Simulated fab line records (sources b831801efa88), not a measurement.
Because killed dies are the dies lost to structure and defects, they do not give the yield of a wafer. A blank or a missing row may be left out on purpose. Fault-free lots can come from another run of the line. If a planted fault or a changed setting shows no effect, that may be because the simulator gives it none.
What tool caused it? / flow sky130 / 7 lots, 21 wafers sampled, at 2 steps of a route of 708

WHAT EACH GAUGE READ, for each wafer
SKY_CAP2M_OVL_MEAS_12.
lot=L758; measured=day 41 16:45; on=overlay-01; CAP2M_OVL (nm)=0.3 1.9 1.2
lot=L760; measured=day 42 21:40; on=overlay-01; CAP2M_OVL (nm)=1.7 2.0 1.3
lot=L765; measured=day 43 17:28; on=overlay-02; CAP2M_OVL (nm)=-0.2 -0.9 -0.3
lot=L767; measured=day 44 05:04; on=overlay-02; CAP2M_OVL (nm)=-1.2 -1.1 -0.3
lot=L773; measured=day 45 11:10; on=overlay-01; CAP2M_OVL (nm)=-0.3 -2.3 -2.0
lot=L774; measured=day 46 08:38; on=overlay-02; CAP2M_OVL (nm)=0.0 0.3 -0.8
lot=L777; measured=day 46 18:25; on=overlay-02; CAP2M_OVL (nm)=0.1 -0.7 1.0

TOOL THAT RAN EACH LOT (tool first, then ch and the chambers of the sampled wafers, then the start)
lot=L758; SKY_METAL4_SPUTTER_01=pvd_sputter-01, day 40 16:05
lot=L760; SKY_METAL4_SPUTTER_01=pvd_sputter-03, day 41 21:16
lot=L765; SKY_METAL4_SPUTTER_01=pvd_sputter-03, day 42 18:55
lot=L767; SKY_METAL4_SPUTTER_01=pvd_sputter-03, day 43 06:16
lot=L773; SKY_METAL4_SPUTTER_01=pvd_sputter-02, day 44 13:28
lot=L774; SKY_METAL4_SPUTTER_01=pvd_sputter-01, day 45 11:55
lot=L777; SKY_METAL4_SPUTTER_01=pvd_sputter-01, day 45 21:26
- SKY_METAL4_SPUTTER_01: material TiN, target thk 20 nm, time 16.7 s.

THE ANSWER, worked out from the rows above alone
Rule: the lots themselves supply what counts as usual. Put in order of their means at a reading, lots are off if they are a third of the lots or fewer, leave a main group of 4 or more, and stand apart from it by a gap of 3 or more times the standard deviation of the main group's means; of several such gaps the widest counts. A main group is skipped when, at the precision printed for the reading in the tables above, its means are all equal. Also off: a lot with no number at a reading for which 4 or more lots have one. All remaining lots with rows at the step are treated as sound.
Nothing can be told from this: no lot is off at any reading shown.

WHAT WAS PUT IN BY THE SIMULATOR
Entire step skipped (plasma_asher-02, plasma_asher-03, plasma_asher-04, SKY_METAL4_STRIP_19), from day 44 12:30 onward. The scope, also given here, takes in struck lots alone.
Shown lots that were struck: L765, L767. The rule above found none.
